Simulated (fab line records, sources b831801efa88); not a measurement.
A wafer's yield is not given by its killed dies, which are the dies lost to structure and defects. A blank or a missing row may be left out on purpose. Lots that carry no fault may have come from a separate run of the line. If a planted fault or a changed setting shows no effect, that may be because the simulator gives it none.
fab line records	flow sfqLine
record lots=14	wafers=42	lastDay=100
route steps=325 shown I2@107 M5@205 R5@212 M7@282
lots that met no fault: taken from a fault-free run of the same line
startH: start of the lot's first displayed wafer, in hours after the record's first day	waitH: hours from the lot's prior step to this one	" same as the row above	L1.1+2: several wafers, shown together as one row	- value missing, or start not given	* or withheld: withheld	< > ~ a bound
route shown NAME@n: a module of which the file shows steps, and the number in the route of the first	usual: the fault-free wafers' mean and standard deviation	same: alike in all rows	chamber/n: place in a boat	sites: the reading at each site	_std_site: their standard deviation	_edge_site: mean of outer sites minus mean of inner sites	radiusMm: for every site, how far away it sits from the centre of the wafer	mask NAME#n: copy n	behind: tool/chamber where the wafer was last shaped	hold: reason for holding the lot/hours on hold/outcome of the hold	device: transistor that didn't switch, given as n, p or np	end of line: tests of these same wafers at the route's end	for a step that has no rows: nothing shown but its recipe	killed: at the first sort, the dies lost to defects and structure; wafer yield is something else	map: a wafer's dies, marking killed ones x, the rest . and places with no die _
set.NAME: the run value of the setting; set.NAME@STEP: its run value at that earlier step	model.NAME: the simulator's own value behind a step, which no gauge read
a sample of lots followed through the steps of the route, with each step as a table and each wafer as a row
services: the hour from which a tool's chamber was out of use, counted from the record's first day as startH (under 0 if before that day), plus the number of hours and why
## steps
# step SFQ_TRILAYER_I2_VIA_LITHO_COAT_072
# recipe resist=BARC	spinRpm=3000	resistThkNm=62
lot.wafer	tool	chamber	startH	waitH
L571.1+3+5	lithoTrack-01	0	909.78	1.0
L575.1+4+5	lithoTrack-02	0	948.82	1.0
L576.1+4+5	lithoTrack-02	0	980.98	1.0
L582.1+3+5	lithoTrack-02	0	1043.05	1.0
L583.1+5+6	lithoTrack-02	0	1047.66	1.0
L584.1+2+5	lithoTrack-04	0	1055.34	1.0
L586.1+5+6	lithoTrack-01	0	1066.17	1.0
L587.1+4+6	lithoTrack-04	0	1067.35	1.0
L588.3+5+6	lithoTrack-04	0	1084.52	0.7
L589.3+4+6	lithoTrack-02	0	1087.71	0.7
L590.3+4+6	lithoTrack-04	0	1090.52	0.7
L591.2+3+4	lithoTrack-04	0	1101.31	0.8
L592.1+4+5	lithoTrack-02	0	1119.39	1.0
L593.1+3+6	lithoTrack-04	0	1130.60	1.0
# step SFQ_TRILAYER_I2_VIA_BARC_OPEN_VIA_ETCH_096
# recipe maskMaterial=PR	chemistry=O2	targetDepthNm=125	target=BARC	sourceW=500	biasW=80	pressureMtorr=30	timeS=41.7
# usual drypumpMotorCurrentA=5.8/0.5	oesProductAu=0.685/0.0046
# same timeS=41.7
lot.wafer	tool	chamber	startH	waitH	drypumpMotorCurrentA	oesProductAu	rfHoursCounterH
L571.1	rieDiel-01	0	1064.90	0.0	5.8	0.686	5
L571.3	"	2	"	"	5.4	0.687	9
L571.5	"	0	"	"	5.8	0.687	-
L575.1	rieDiel-03	2	1097.23	0.0	5.4	0.653	5
L575.4	"	0	"	"	5.4	0.668	17
L575.5	"	0	"	"	5.4	0.672	-
L576.1	rieDiel-03	3	1131.43	0.0	5.1	0.658	5
L576.4	"	2	"	"	5.5	0.661	-
L576.5	"	3	"	"	5.1	0.660	-
L582.1	rieDiel-01	1	1188.07	0.0	6.1	0.678	3
L582.3	"	3	"	"	5.2	0.685	11
L582.5	"	1	"	"	6.1	0.681	-
L583.1	rieDiel-02	2	1192.87	0.0	6.1	0.692	3
L583.5	"	2	"	"	6.1	0.690	-
L583.6	"	1	"	"	5.6	0.685	-
L584.1	rieDiel-03	2	1200.07	0.0	5.5	0.691	7
L584.2	"	3	"	"	5.1	0.677	6
L584.5	"	1	"	"	6.5	0.684	-
L586.1	rieDiel-01	0	1210.87	0.0	5.9	0.689	8
L586.5	"	1	"	"	6.1	0.683	-
L586.6	"	2	"	"	5.4	0.682	-
L587.1	rieDiel-02	0	1212.07	0.0	6.7	0.679	6
L587.4	"	3	"	"	5.5	0.685	11
L587.6	"	1	"	"	5.6	0.686	-
L588.3	rieDiel-02	1	1228.87	0.0	5.6	0.690	9
L588.5	"	2	"	"	6.2	0.689	-
L588.6	"	1	"	"	5.6	0.679	-
L589.3	rieDiel-01	2	1231.27	0.0	5.4	0.695	11
L589.4	"	0	"	"	5.8	0.684	9
L589.6	"	0	"	"	5.8	0.685	-
L590.3	rieDiel-02	0	1233.67	0.0	6.7	0.681	7
L590.4	"	1	"	"	5.6	0.684	9
L590.6	"	3	"	"	5.5	0.684	-
L591.2	rieDiel-01	1	1244.59	0.0	6.1	0.684	4
L591.3	"	0	"	"	5.9	0.688	9
L591.4	"	1	"	"	6.1	0.690	-
L592.1	rieDiel-01	0	1264.99	0.0	5.9	0.686	9
L592.4	"	1	"	"	6.1	0.683	4
L592.5	"	3	"	"	5.2	0.687	-
L593.1	rieDiel-01	0	1274.59	0.0	5.9	0.680	9
L593.3	"	2	"	"	5.4	0.688	11
L593.6	"	0	"	"	5.9	0.687	-
# step SFQ_TRILAYER_M5_BARC_OPEN_METAL_ETCH_161
# recipe maskMaterial=PR	chemistry=O2	targetDepthNm=125	target=BARC	icpW=600	biasW=80	pressureMtorr=10	timeS=41.7
# usual drypumpMotorCurrentA=6.0/0.38	oesProductAu=0.685/0.0045
# same timeS=41.7
lot.wafer	tool	chamber	startH	waitH	drypumpMotorCurrentA	oesProductAu	rfHoursCounterH
L571.1	rieMetal-02	1	1505.58	0.0	6.4	0.688	121
L571.3	"	1	"	"	6.3	0.686	-
L571.5	"	1	"	"	6.3	0.691	-
L575.1	rieMetal-01	0	1609.48	0.0	5.8	0.691	50
L575.4	"	1	"	"	5.5	0.673	-
L575.5	"	1	"	"	5.5	0.685	-
L576.1	rieMetal-04	1	1621.73	0.0	6.1	0.691	53
L576.4	"	1	"	"	6.1	0.691	-
L576.5	"	1	"	"	6.1	0.686	-
L582.1	rieMetal-02	1	1659.23	0.0	6.3	0.682	18
L582.3	"	0	"	"	5.6	0.686	-
L582.5	"	1	"	"	6.3	0.688	-
L583.1	rieMetal-01	1	1665.23	0.0	5.5	0.687	20
L583.5	"	0	"	"	5.8	0.687	-
L583.6	"	1	"	"	5.5	0.685	-
L584.1	rieMetal-02	1	1674.83	0.0	6.4	0.686	20
L584.2	"	0	"	"	5.6	0.699	116
L584.5	"	0	"	"	5.6	0.692	-
L586.1	rieMetal-04	1	1684.08	0.0	6.1	0.686	64
L586.5	"	1	"	"	6.1	0.676	-
L586.6	"	0	"	"	6.7	0.689	-
L587.1	rieMetal-04	1	1687.68	0.0	6.1	0.686	65
L587.4	"	1	"	"	6.1	0.689	-
L587.6	"	0	"	"	6.7	0.692	-
L588.3	rieMetal-01	1	1692.50	0.0	5.5	0.682	-
L588.5	"	0	"	"	5.8	0.688	-
L588.6	"	1	"	"	5.5	0.692	-
L589.3	rieMetal-04	0	1693.70	0.0	6.7	0.689	-
L589.4	"	1	"	"	6.1	0.683	-
L589.6	"	1	"	"	6.1	0.684	-
L590.3	rieMetal-02	1	1699.83	0.0	6.4	0.692	-
L590.4	"	0	"	"	5.6	0.683	-
L590.6	"	1	"	"	6.4	0.686	-
L591.2	rieMetal-02	1	1704.61	0.0	6.3	0.682	24
L591.3	"	0	"	"	5.7	0.684	-
L591.4	"	1	"	"	6.3	0.678	-
L592.1	rieMetal-02	0	1707.01	0.0	5.6	0.686	121
L592.4	"	1	"	"	6.3	0.686	-
L592.5	"	1	"	"	6.4	0.680	-
L593.1	rieMetal-02	1	1735.25	0.0	6.3	0.680	28
L593.3	"	0	"	"	5.6	0.687	-
L593.6	"	0	"	"	5.6	0.679	-
# step SFQ_TRILAYER_R5_DEP_SPUTTER_132
# recipe material=Ti	basePressurePa=1.33e-06	targetThkNm=5	powerW=2000	timeS=5	chamberPressurePa=0.4
# usual cathodeDcPowerW=2000.0/0.38	throttleValvePct=30.3/1.1
# same timeS=5
lot.wafer	tool	chamber	startH	waitH	cathodeDcPowerW	throttleValvePct
L571.1	pvdSputter-05	-	1513.20	1.0	2000.6	29.3
L571.3	"	-	"	"	2000.1	28.6
L571.5	"	-	"	"	2000.3	29.2
L575.1	pvdSputter-06	-	1632.26	1.0	2000.3	29.8
L575.4	"	-	"	"	2001.0	32.5
L575.5	"	-	"	"	1999.5	32.4
L576.1	pvdSputter-06	-	1641.26	1.0	2000.2	30.4
L576.4	"	-	"	"	2000.0	32.6
L576.5	"	-	"	"	2000.1	29.5
L582.1	pvdSputter-06	-	1664.55	1.0	2000.0	29.2
L582.3	"	-	"	"	2000.8	29.7
L582.5	"	-	"	"	2000.4	29.3
L583.1	pvdSputter-05	-	1670.55	1.0	2000.2	29.2
L583.5	"	-	"	"	2000.7	31.3
L583.6	"	-	"	"	1999.8	29.5
L584.1	pvdSputter-05	-	1680.15	1.0	1999.7	29.3
L584.2	"	-	"	"	2000.3	31.1
L584.5	"	-	"	"	1999.7	31.0
L586.1	pvdSputter-05	-	1689.40	1.0	1999.7	29.4
L586.5	"	-	"	"	2000.2	31.6
L586.6	"	-	"	"	2000.1	29.4
L587.1	pvdSputter-06	-	1693.05	1.0	2000.7	30.6
L587.4	"	-	"	"	1999.5	29.7
L587.6	"	-	"	"	2000.3	32.8
L588.3	pvdSputter-03	-	1697.80	0.6	2000.4	30.0
L588.5	"	-	"	"	2000.2	30.5
L588.6	"	-	"	"	1999.8	30.1
L589.3	pvdSputter-05	-	1699.05	0.6	1999.6	29.5
L589.4	"	-	"	"	2000.1	31.2
L589.6	"	-	"	"	2000.1	28.8
L590.3	pvdSputter-03	-	1705.13	0.6	2000.7	30.7
L590.4	"	-	"	"	1999.9	31.1
L590.6	"	-	"	"	2000.1	30.7
L591.2	pvdSputter-05	-	1709.93	0.8	1999.8	31.2
L591.3	"	-	"	"	2000.1	28.9
L591.4	"	-	"	"	1999.2	29.5
L592.1	pvdSputter-05	-	1712.93	1.0	1999.9	30.9
L592.4	"	-	"	"	2000.4	28.9
L592.5	"	-	"	"	2000.7	29.0
L593.1	pvdSputter-05	-	1740.57	1.0	1999.6	29.5
L593.3	"	-	"	"	2000.2	31.2
L593.6	"	-	"	"	2000.3	28.9
# step SFQ_TRILAYER_M7_DEP_SPUTTER_175
# recipe material=Nb	basePressurePa=1.33e-06	chamberPressurePa=0.1333	substrateTempC=20	targetThkNm=200	powerW=2000	timeS=133.3
# usual cathodeDcPowerW=2000.0/0.32	substrateTempC=20.00/0.11	throttleValvePct=29.9/0.86
# same timeS=133.3
lot.wafer	tool	chamber	startH	waitH	cathodeDcPowerW	substrateTempC	throttleValvePct
L571.1	pvdSputter-03	-	1835.35	0.0	1999.8	19.96	29.7
L571.3	"	-	"	"	1999.9	20.11	30.1
L571.5	"	-	"	"	1999.6	19.80	30.6
L575.1	pvdSputter-05	-	1876.64	0.0	1999.8	20.07	29.4
L575.4	"	-	"	"	2000.3	20.05	28.8
L575.5	"	-	"	"	1999.5	20.09	31.1
L576.1	pvdSputter-05	-	2023.76	0.0	1999.8	20.08	29.1
L576.4	"	-	"	"	2000.0	20.03	31.1
L576.5	"	-	"	"	1999.7	20.08	29.5
L582.1	pvdSputter-03	-	2097.51	0.0	2000.3	20.14	30.9
L582.3	"	-	"	"	1999.9	19.92	30.4
L582.5	"	-	"	"	2000.4	19.82	29.8
L583.1	pvdSputter-04	-	2105.91	0.0	1999.8	20.01	29.5
L583.5	"	-	"	"	2000.0	19.89	29.3
L583.6	"	-	"	"	2000.3	19.80	28.6
L584.1	pvdSputter-03	-	2118.04	0.0	2000.4	19.97	30.1
L584.2	"	-	"	"	2000.3	20.09	29.6
L584.5	"	-	"	"	2000.0	19.86	30.6
L586.1	pvdSputter-05	-	2132.49	0.0	2000.4	20.01	28.9
L586.5	"	-	"	"	1999.9	20.02	31.3
L586.6	"	-	"	"	2000.1	20.20	29.5
L587.1	pvdSputter-03	-	2133.69	0.0	2000.2	19.94	30.1
L587.4	"	-	"	"	1999.7	20.12	30.9
L587.6	"	-	"	"	2000.0	20.09	30.5
L588.3	pvdSputter-04	-	2134.92	0.0	1999.6	19.94	30.3
L588.5	"	-	"	"	1999.9	19.99	29.1
L588.6	"	-	"	"	1999.5	20.01	30.4
L589.3	pvdSputter-04	-	2137.59	0.0	1999.6	19.92	28.9
L589.4	"	-	"	"	2000.1	19.99	28.2
L589.6	"	-	"	"	2000.0	20.04	29.3
L590.3	pvdSputter-05	-	2138.79	0.0	2000.1	19.96	31.1
L590.4	"	-	"	"	1999.7	19.81	29.8
L590.6	"	-	"	"	2000.0	19.98	31.2
L591.2	pvdSputter-04	-	2147.19	0.0	1999.9	20.02	29.2
L591.3	"	-	"	"	2000.4	19.86	28.9
L591.4	"	-	"	"	2000.2	19.95	30.4
L592.1	pvdSputter-04	-	2150.79	0.0	2000.2	20.07	30.5
L592.4	"	-	"	"	1999.7	20.02	28.6
L592.5	"	-	"	"	1999.7	19.97	29.2
L593.1	pvdSputter-03	-	2155.56	0.0	2000.6	20.00	29.6
L593.3	"	-	"	"	1999.7	19.92	30.9
L593.6	"	-	"	"	1999.9	20.11	30.3
## services
tool	chamber	startH	hours	kind
rieDiel-01	3	892.82	1.2	repair
rieMetal-02	-	901.13	0.8	repair
pvdSputter-05	-	905.76	1.1	repair
rieMetal-02	1	907.36	12.6	repair
rieDiel-01	-	915.98	14.6	pm
pvdSputter-03	-	992.56	1.7	repair
rieMetal-02	-	1015.17	1.4	pm
rieMetal-02	-	1052.81	0.2	repair
pvdSputter-05	-	1131.48	11.2	repair
rieMetal-02	-	1136.61	0.9	repair
rieDiel-01	1	1144.31	11.6	repair
rieDiel-01	2	1164.03	30.1	repair
pvdSputter-03	-	1220.22	1.4	repair
rieDiel-01	2	1240.52	7.3	repair
rieDiel-01	-	1271.39	2.8	pm
pvdSputter-03	-	1311.59	5.3	repair
rieDiel-01	0	1320.76	5.9	repair
rieDiel-01	-	1339.13	28.1	pm
rieMetal-02	-	1366.26	2.8	pm
rieMetal-02	1	1373.43	2.6	repair
pvdSputter-05	-	1744.63	3.0	repair
pvdSputter-05	-	2011.07	10.4	repair
pvdSputter-05	-	2094.77	8.0	repair
pvdSputter-05	-	2135.55	2.9	repair
## key
firstSign step=SFQ_TRILAYER_I2_VIA_BARC_OPEN_VIA_ETCH_096	reading=oesProductAu	direction=down	sigmas=5	usual=0.685	struck=0.662
effect none on later readings
metAt SFQ_TRILAYER_I2_VIA_LITHO_COAT_072
struckLots L575,L576
notActingAt SFQ_TRILAYER_M5_BARC_OPEN_METAL_ETCH_161,SFQ_TRILAYER_R5_DEP_SPUTTER_132,SFQ_TRILAYER_M7_DEP_SPUTTER_175
fault kind=processParameterDrift	tool=lithoTrack-02	chamber=-	onsetH=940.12	steps=SFQ_TRILAYER_I2_VIA_LITHO_COAT_072	channel=resistThkNm	offset=-4.847	shape=step	endH=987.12	actsIn=theseRecipesOnly	stated=62
